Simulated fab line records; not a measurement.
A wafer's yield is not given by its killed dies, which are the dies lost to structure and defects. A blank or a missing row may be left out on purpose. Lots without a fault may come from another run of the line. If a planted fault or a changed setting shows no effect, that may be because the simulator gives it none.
What tool caused it? / flow gf180mcu / 24 lots, 72 wafers sampled, at 3 steps of a route of 602

## WHAT THE GAUGES SHOWED, per wafer
GF_M3_THK_MEAS_06: measures by xrf. Usual: M3_ALCU_THK 446 nm, standard deviation 5.6.
lot=L074; measured=day 20 07:17; on=film metro-04; M3_ALCU_THK (nm)=445 447 451; flag=
lot=L075; measured=day 20 14:47; on=film metro-01; M3_ALCU_THK (nm)=443 447 439; flag=
lot=L076; measured=day 20 20:29; on=film metro-01; M3_ALCU_THK (nm)=451 440 440; flag=
lot=L077; measured=day 21 15:19; on=film metro-04; M3_ALCU_THK (nm)=459 458 453; flag=
lot=L078; measured=day 21 21:40; on=film metro-01; M3_ALCU_THK (nm)=448 442 448; flag=
lot=L079; measured=day 22 01:44; on=film metro-01; M3_ALCU_THK (nm)=444 448 446; flag=
lot=L080; measured=day 22 15:57; on=film metro-04; M3_ALCU_THK (nm)=446 443 439; flag=
lot=L081; measured=day 23 02:52; on=film metro-03; M3_ALCU_THK (nm)=452 453 456; flag=
lot=L082; measured=day 23 06:05; on=film metro-04; M3_ALCU_THK (nm)=451 445 449; flag=
lot=L083; measured=day 23 18:37; on=film metro-04; M3_ALCU_THK (nm)=440 448 445; flag=
lot=L084; measured=day 24 01:21; on=film metro-01; M3_ALCU_THK (nm)=439 441 439; flag=
lot=L085; measured=day 24 07:40; on=film metro-04; M3_ALCU_THK (nm)=445 442 443; flag=
lot=L086; measured=day 24 15:24; on=film metro-01; M3_ALCU_THK (nm)=437 440 443; flag=
lot=L087; measured=day 25 00:52; on=film metro-04; M3_ALCU_THK (nm)=444 440 438; flag=
lot=L088; measured=day 25 06:57; on=film metro-04; M3_ALCU_THK (nm)=450 456 453; flag=
lot=L089; measured=day 25 19:51; on=film metro-03; M3_ALCU_THK (nm)=444 447 438; flag=
lot=L090; measured=day 25 21:52; on=film metro-04; M3_ALCU_THK (nm)=449 449 450; flag=
lot=L091; measured=day 26 03:20; on=film metro-01; M3_ALCU_THK (nm)=451 448 451; flag=
lot=L092; measured=day 26 12:18; on=film metro-04; M3_ALCU_THK (nm)=440 443 447; flag=
lot=L093; measured=day 26 21:44; on=film metro-03; M3_ALCU_THK (nm)=448 456 458; flag=
lot=L094; measured=day 27 06:16; on=film metro-03; M3_ALCU_THK (nm)=454 455 447; flag=
lot=L095; measured=day 27 11:13; on=film metro-04; M3_ALCU_THK (nm)=445 442 439; flag=
lot=L096; measured=day 27 20:18; on=film metro-03; M3_ALCU_THK (nm)=449 445 454; flag=
lot=L097; measured=day 28 04:55; on=film metro-01; M3_ALCU_THK (nm)=444 441 442; flag=

GF_V3_THK_MEAS_01. Usual: V3_CVD_00_THK 608 nm, standard deviation 6.
lot=L074; measured=day 21 08:00; on=film metro-02; V3_CVD_00_THK (nm)=601 618 605; flag=
lot=L075; measured=day 21 15:20; on=film metro-01; V3_CVD_00_THK (nm)=604 606 605; flag=
lot=L076; measured=day 21 21:46; on=film metro-01; V3_CVD_00_THK (nm)=611 609 605; flag=
lot=L077; measured=day 22 15:08; on=film metro-01; V3_CVD_00_THK (nm)=614 609 611; flag=
lot=L078; measured=day 22 21:44; on=film metro-01; V3_CVD_00_THK (nm)=606 608 615; flag=
lot=L079; measured=day 23 00:58; on=film metro-01; V3_CVD_00_THK (nm)=614 609 617; flag=
lot=L080; measured=day 23 15:39; on=film metro-02; V3_CVD_00_THK (nm)=614 611 611; flag=
lot=L081; measured=day 24 02:47; on=film metro-01; V3_CVD_00_THK (nm)=621 609 614; flag=
lot=L082; measured=day 24 05:07; on=film metro-03; V3_CVD_00_THK (nm)=604 606 604; flag=
lot=L083; measured=day 24 17:40; on=film metro-01; V3_CVD_00_THK (nm)=611 615 618; flag=
lot=L084; measured=day 25 00:41; on=film metro-02; V3_CVD_00_THK (nm)=611 610 609; flag=
lot=L085; measured=day 25 06:16; on=film metro-01; V3_CVD_00_THK (nm)=614 614 611; flag=
lot=L086; measured=day 25 13:38; on=film metro-02; V3_CVD_00_THK (nm)=620 619 612; flag=
lot=L087; measured=day 25 23:07; on=film metro-01; V3_CVD_00_THK (nm)=603 606 602; flag=
lot=L088; measured=day 26 04:05; on=film metro-01; V3_CVD_00_THK (nm)=613 613 611; flag=
lot=L089; measured=day 26 17:01; on=film metro-01; V3_CVD_00_THK (nm)=605 603 605; flag=
lot=L090; measured=day 26 19:32; on=film metro-03; V3_CVD_00_THK (nm)=603 598 601; flag=
lot=L091; measured=day 27 00:26; on=film metro-03; V3_CVD_00_THK (nm)=601 594 601; flag=
lot=L092; measured=day 27 08:42; on=film metro-02; V3_CVD_00_THK (nm)=604 609 599; flag=
lot=L093; measured=day 27 18:17; on=film metro-02; V3_CVD_00_THK (nm)=602 608 602; flag=
lot=L094; measured=day 28 01:57; on=film metro-03; V3_CVD_00_THK (nm)=605 611 605; flag=
lot=L095; measured=day 28 08:11; on=film metro-03; V3_CVD_00_THK (nm)=607 608 606; flag=
lot=L096; measured=day 28 16:25; on=film metro-03; V3_CVD_00_THK (nm)=611 603 606; flag=
lot=L097; measured=day 29 00:19; on=film metro-01; V3_CVD_00_THK (nm)=608 602 620; flag=

## WHICH TOOL RAN EACH LOT (tool, then ch and the chambers of the sampled wafers, then the start)
lot=L074; GF_M3_SPUTTER_02=pvd sputter-03, day 20 07:05
lot=L075; GF_M3_SPUTTER_02=pvd sputter-04, day 20 14:35
lot=L076; GF_M3_SPUTTER_02=pvd sputter-04, day 20 20:17
lot=L077; GF_M3_SPUTTER_02=pvd sputter-03, day 21 15:07
lot=L078; GF_M3_SPUTTER_02=pvd sputter-04, day 21 21:26
lot=L079; GF_M3_SPUTTER_02=pvd sputter-03, day 22 01:31
lot=L080; GF_M3_SPUTTER_02=pvd sputter-04, day 22 15:44
lot=L081; GF_M3_SPUTTER_02=pvd sputter-02, day 23 02:38
lot=L082; GF_M3_SPUTTER_02=pvd sputter-02, day 23 05:52
lot=L083; GF_M3_SPUTTER_02=pvd sputter-04, day 23 18:23
lot=L084; GF_M3_SPUTTER_02=pvd sputter-02, day 24 01:07
lot=L085; GF_M3_SPUTTER_02=pvd sputter-04, day 24 07:28
lot=L086; GF_M3_SPUTTER_02=pvd sputter-02, day 24 15:11
lot=L087; GF_M3_SPUTTER_02=pvd sputter-04, day 25 00:39
lot=L088; GF_M3_SPUTTER_02=pvd sputter-02, day 25 06:44
lot=L089; GF_M3_SPUTTER_02=pvd sputter-04, day 25 19:37
lot=L090; GF_M3_SPUTTER_02=pvd sputter-02, day 25 21:40
lot=L091; GF_M3_SPUTTER_02=pvd sputter-02, day 26 03:08
lot=L092; GF_M3_SPUTTER_02=pvd sputter-03, day 26 12:05
lot=L093; GF_M3_SPUTTER_02=pvd sputter-03, day 26 21:31
lot=L094; GF_M3_SPUTTER_02=pvd sputter-04, day 27 06:02
lot=L095; GF_M3_SPUTTER_02=pvd sputter-04, day 27 10:58
lot=L096; GF_M3_SPUTTER_02=pvd sputter-03, day 27 20:05
lot=L097; GF_M3_SPUTTER_02=pvd sputter-03, day 28 04:41
- GF_M3_SPUTTER_02: material AlCu, target thk 450 nm, time 23.9 s.

## WHAT THE TOOLS THEMSELVES READ (means of the sampled wafers that have a number; where no wafer has one, the mark that the record gives instead)
GF_M3_SPUTTER_02. Usual: throttle valve pct at 29.7 %, with a standard deviation of 0.85.
lot=L074; tool=pvd sputter-03; throttle valve pct (%)=30.3; flag=
lot=L075; tool=pvd sputter-04; throttle valve pct (%)=29.7; flag=
lot=L076; tool=pvd sputter-04; throttle valve pct (%)=29.9; flag=
lot=L077; tool=pvd sputter-03; throttle valve pct (%)=29.7; flag=
lot=L078; tool=pvd sputter-04; throttle valve pct (%)=30.0; flag=
lot=L079; tool=pvd sputter-03; throttle valve pct (%)=30.2; flag=
lot=L080; tool=pvd sputter-04; throttle valve pct (%)=29.9; flag=
lot=L081; tool=pvd sputter-02; throttle valve pct (%)=28.7; flag=
lot=L082; tool=pvd sputter-02; throttle valve pct (%)=28.2; flag=
lot=L083; tool=pvd sputter-04; throttle valve pct (%)=29.7; flag=
lot=L084; tool=pvd sputter-02; throttle valve pct (%)=29.1; flag=
lot=L085; tool=pvd sputter-04; throttle valve pct (%)=29.8; flag=
lot=L086; tool=pvd sputter-02; throttle valve pct (%)=28.6; flag=
lot=L087; tool=pvd sputter-04; throttle valve pct (%)=29.7; flag=
lot=L088; tool=pvd sputter-02; throttle valve pct (%)=28.9; flag=
lot=L089; tool=pvd sputter-04; throttle valve pct (%)=29.8; flag=
lot=L090; tool=pvd sputter-02; throttle valve pct (%)=28.9; flag=
lot=L091; tool=pvd sputter-02; throttle valve pct (%)=29.0; flag=
lot=L092; tool=pvd sputter-03; throttle valve pct (%)=30.3; flag=
lot=L093; tool=pvd sputter-03; throttle valve pct (%)=30.4; flag=
lot=L094; tool=pvd sputter-04; throttle valve pct (%)=29.4; flag=
lot=L095; tool=pvd sputter-04; throttle valve pct (%)=29.7; flag=
lot=L096; tool=pvd sputter-03; throttle valve pct (%)=30.2; flag=
lot=L097; tool=pvd sputter-03; throttle valve pct (%)=29.7; flag=

## THE ANSWER, worked out from the rows above alone
Rule: lot off if the mean of its wafers having a number is beyond 3 standard deviations from the usual mean. Also off: a lot with no number at a reading for which 4 or more lots have one. Any other lot the step has rows for is counted as sound. After the gauges, taken in route order, come the tools' own readings; for these a lot's mean is taken, as printed above. At the first step where some lot is off, the reading lying furthest off is the one used; lots without a number count as furthest.
None of the lots is off at any reading shown; this tells nothing.

## WHAT THE SIMULATOR HAD PUT IN
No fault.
